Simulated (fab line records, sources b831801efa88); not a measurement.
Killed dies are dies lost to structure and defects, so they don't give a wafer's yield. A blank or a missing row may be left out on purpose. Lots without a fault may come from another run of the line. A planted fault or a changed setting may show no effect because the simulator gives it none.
A struck lot beside a sound one | flow sky130 | 15 steps out of a route of 708
Sound: wafers L421.3, L421.4, L421.6. Struck: wafers L419.3, L419.4, L419.5. The cause comes at the end.
At each step with rows: each side's tool, then ch and its chambers, then its first start. Under that, the readings that differ: sound wafers | struck wafers | difference of the means | sigmas: that difference in standard deviations of wafers without a fault.
alike: readings whose means differ by less than 2 such deviations, and words and numbers that are the same on both sides. not compared: withheld readings, readings that some wafer has no value for, bounds like >300 that may hide the same value, and numbers for which the record gives no deviation and whose values overlap.
The two part at a step that has a row with sigmas, a row that says differs or no value, or rows on one side only. Numbers that don't overlap but have no deviation are shown without sigmas and don't part them. A reading that every wafer of one side lacks parts them only if that side has two wafers or more.

SKY_VIA3_STRIP_16: strips in O2/N2.
  sound on plasma_asher-04 ch 0,1, day 41 16:04; struck on plasma_asher-02 ch 0,1, day 41 02:31
  alike: drypump_motor_current_A, oes_product_au, strip_time_to_endpoint_s
  not compared: rf_hours_counter_h
then, 5 steps without rows for these wafers: SKY_VIA3_STRIP_17 (strips in post etch residue remover, time 1200 s); SKY_VIA3_CLEAN_18 (cleans in IPA, time 180 s); SKY_VIA3_CLEAN_19 (cleans in O3/DIW); SKY_VIA3_SPUTTER_20 (material TiN, target thk 20 nm, time 80 s); SKY_VIA3_CVD_21 (deposits W, target thk 390 nm, time 117.31 s).
SKY_VIA3_RS_MEAS_22: measures by four-point-probe.
  sound on film_metro-02, day 41 16:57; struck on film_metro-02, day 41 03:17
  alike: VIA3_W_RS
SKY_VIA3_THK_MEAS_23: measures by xrf.
  sound on film_metro-02, day 41 17:03; struck on film_metro-02, day 41 03:23
  alike: VIA3_W_THK
SKY_VIA3_CMP_24: polishes, stops on SiO2, t overpolish 20 s, target thk 0 nm.
  sound on cmp-01 ch 0,1,2, day 41 17:11; struck on cmp-02 ch 1,2,3, day 41 03:29
  alike: motor_current_A, overpolish_run_s, time_to_endpoint_s
SKY_METAL4_SPUTTER_00: material Ti, target thk 15 nm, time 10 s.
  sound on pvd_sputter-04, day 41 17:23; struck on pvd_sputter-04, day 41 03:44
  alike: cathode_dc_power_W, chamber_pressure_pa, throttle_valve_pct
then, 1 step without rows for these wafers: SKY_METAL4_SPUTTER_01 (material TiN, target thk 20 nm, time 16.7 s).
SKY_METAL4_SPUTTER_02: material AlCu, target thk 735 nm, time 39.1 s.
  sound on pvd_sputter-04, day 41 17:26; struck on pvd_sputter-04, day 41 03:47
  alike: cathode_dc_power_W, chamber_pressure_pa, throttle_valve_pct
SKY_METAL4_SPUTTER_03: material Ti, target thk 5 nm, time 3.3 s.
  sound on pvd_sputter-04, day 41 17:29; struck on pvd_sputter-04, day 41 03:49
  no value came back on the struck wafers for cathode_dc_power_W (W), chamber_pressure_pa (Pa), throttle_valve_pct (%); on the sound wafers cathode_dc_power_W (W) reads 3000.4 2999.3 3000.1
SKY_METAL4_SPUTTER_04: material TiN, target thk 70 nm, time 58.3 s.
  sound on pvd_sputter-04, day 41 17:30; struck on pvd_sputter-04, day 41 03:50
  alike: cathode_dc_power_W, chamber_pressure_pa, throttle_valve_pct
-- the record jumps here: 6 days lie between the struck wafers' starts before and after (it left off in module METAL4 and takes up again in module PAD_OPEN, whose first step shown is number 708 of the route) --
SKY_PAD_OPEN_PROBE_99:
  sound on prober-02, day 47 11:41; struck on prober-01, day 46 22:50
  reading                       | sound               | struck               | difference | sigmas
  killed_at_front_end           | 11 10 14            | 20 21 21             | +9         | +2
  model.etest.via4_chain.rc_ohm | 0.781 0.7632 0.8131 | 0.9167 0.8942 0.9058 | +0.1198    |
  alike: defect_limited_yield, killed_at_M0_to_M3, killed_at_M4_up, killed_at_contacts, killed_at_other, killed_dies, killed_open, killed_short, sort_bin_3_pad_short, sort_bin_5_function, sort_bin_6_memory, sort_n_pass, sort_yield_pct

WHERE THEY PART
First at SKY_METAL4_SPUTTER_03; last, within this record, at SKY_PAD_OPEN_PROBE_99.

WHY: what the simulator had put in
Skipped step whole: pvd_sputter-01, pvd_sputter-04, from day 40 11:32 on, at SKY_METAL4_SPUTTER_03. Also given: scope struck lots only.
